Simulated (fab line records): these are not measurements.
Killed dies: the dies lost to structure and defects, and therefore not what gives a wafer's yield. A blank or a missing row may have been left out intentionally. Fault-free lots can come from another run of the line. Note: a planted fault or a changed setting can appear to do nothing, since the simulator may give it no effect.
Which tool was responsible? + flow sky130 + 12 lots, 36 wafers sampled, at 4 steps of a route of 708

WHAT EACH GAUGE READ, for each wafer
SKY_METAL4_CD_MEAS_13 targets a cd of 300 nm.
| lot  | measured     | on        | cd-nm (nm)        |
|------|--------------|-----------|-------------------|
| L075 | day 42 12:43 | cd-sem-02 | 300.0 299.5 299.9 |
| L077 | day 43 03:52 | cd-sem-01 | 299.7 300.5 299.5 |
| L079 | day 43 18:51 | cd-sem-01 | 302.1 301.7 301.3 |
| L081 | day 43 23:12 | cd-sem-01 | 299.4 299.4 299.1 |
| L083 | day 44 17:55 | cd-sem-01 | 302.4 300.9 301.4 |
| L085 | day 45 01:10 | cd-sem-01 | 299.5 300.5 298.9 |
| L086 | day 45 16:31 | cd-sem-02 | 298.8 299.2 299.4 |
| L089 | day 46 03:00 | cd-sem-02 | 301.6 300.9 300.4 |
| L091 | day 46 14:47 | cd-sem-02 | 299.0 299.0 299.2 |
| L093 | day 47 04:23 | cd-sem-02 | 302.2 302.7 300.1 |
| L095 | day 47 10:44 | cd-sem-01 | 299.0 299.8 298.0 |
| L097 | day 47 22:53 | cd-sem-02 | 300.3 302.2 301.0 |

WHICH TOOL RAN EACH LOT (tool, then ch and the chambers of the sampled wafers, then the start)
| lot  | SKY_METAL2_STRIP_20                  | SKY_VIA3_STRIP_16                    | SKY_CAP2M_METAL_ETCH_13           |
|------|--------------------------------------|--------------------------------------|-----------------------------------|
| L075 | plasma-asher-02 ch 0, day 35 23:09   | plasma-asher-02 ch 0, day 40 10:08   | rie-metal-02 ch 0,1, day 41 12:21 |
| L077 | plasma-asher-02 ch 0,1, day 36 16:20 | plasma-asher-04 ch 0,1, day 41 02:25 | rie-metal-02 ch 0,1, day 42 03:32 |
| L079 | plasma-asher-04 ch 0,1, day 37 09:45 | plasma-asher-01 ch 0, day 41 17:48   | rie-metal-01 ch 0,1, day 42 18:51 |
| L081 | plasma-asher-04 ch 0,1, day 37 15:05 | plasma-asher-02 ch 0,1, day 41 22:33 | rie-metal-01 ch 0,1, day 43 00:01 |
| L083 | plasma-asher-02 ch 0,1, day 38 09:34 | plasma-asher-04 ch 0,1, day 42 17:20 | rie-metal-04 ch 1, day 43 18:42   |
| L085 | plasma-asher-01 ch 0,1, day 38 20:27 | plasma-asher-04 ch 0,1, day 43 02:00 | rie-metal-04 ch 0,1, day 44 02:25 |
| L086 | plasma-asher-01 ch 0,1, day 39 11:43 | plasma-asher-01 ch 0,1, day 43 17:22 | rie-metal-04 ch 0,1, day 44 17:46 |
| L089 | plasma-asher-02 ch 0,1, day 40 02:54 | plasma-asher-04 ch 0,1, day 44 05:49 | rie-metal-01 ch 0,1, day 45 05:19 |
| L091 | plasma-asher-02 ch 0,1, day 40 12:21 | plasma-asher-04 ch 0,1, day 44 17:08 | rie-metal-01 ch 0,1, day 45 16:43 |
| L093 | plasma-asher-04 ch 0,1, day 41 08:04 | plasma-asher-02 ch 0,1, day 45 08:48 | rie-metal-01 ch 0,1, day 46 07:36 |
| L095 | plasma-asher-01 ch 0, day 41 13:19   | plasma-asher-04 ch 0, day 45 15:12   | rie-metal-02 ch 0,1, day 46 13:23 |
| L097 | plasma-asher-04 ch 0,1, day 42 06:56 | plasma-asher-01 ch 0,1, day 46 05:03 | rie-metal-01 ch 0,1, day 47 02:40 |
- SKY_METAL2_STRIP_20: strips in O2/N2.
- SKY_VIA3_STRIP_16: strips in O2/N2.
- SKY_CAP2M_METAL_ETCH_13: etches TiN in Cl2/BCl3, stops on SiO2, target depth 220 nm, time 62.9 s.

THE ANSWER, worked out from the rows above alone
Rule: the usual values come from the lots themselves. Put in order of their means at a reading, lots are off if they are a third of the lots or fewer, leave a main group of 4 or more, and stand apart from it by a gap of 3 or more times the standard deviation of the main group's means; of several such gaps the widest counts. A main group whose means are all the same, to the digits that the tables above print for the reading, isn't used. A lot without any number at a reading at which 4 lots or more have one is off too. Any other lot the step has rows for is counted as sound.
Across all readings shown, no lot is off: no conclusion can be drawn from this.

WHAT THE SIMULATOR HAD PUT IN
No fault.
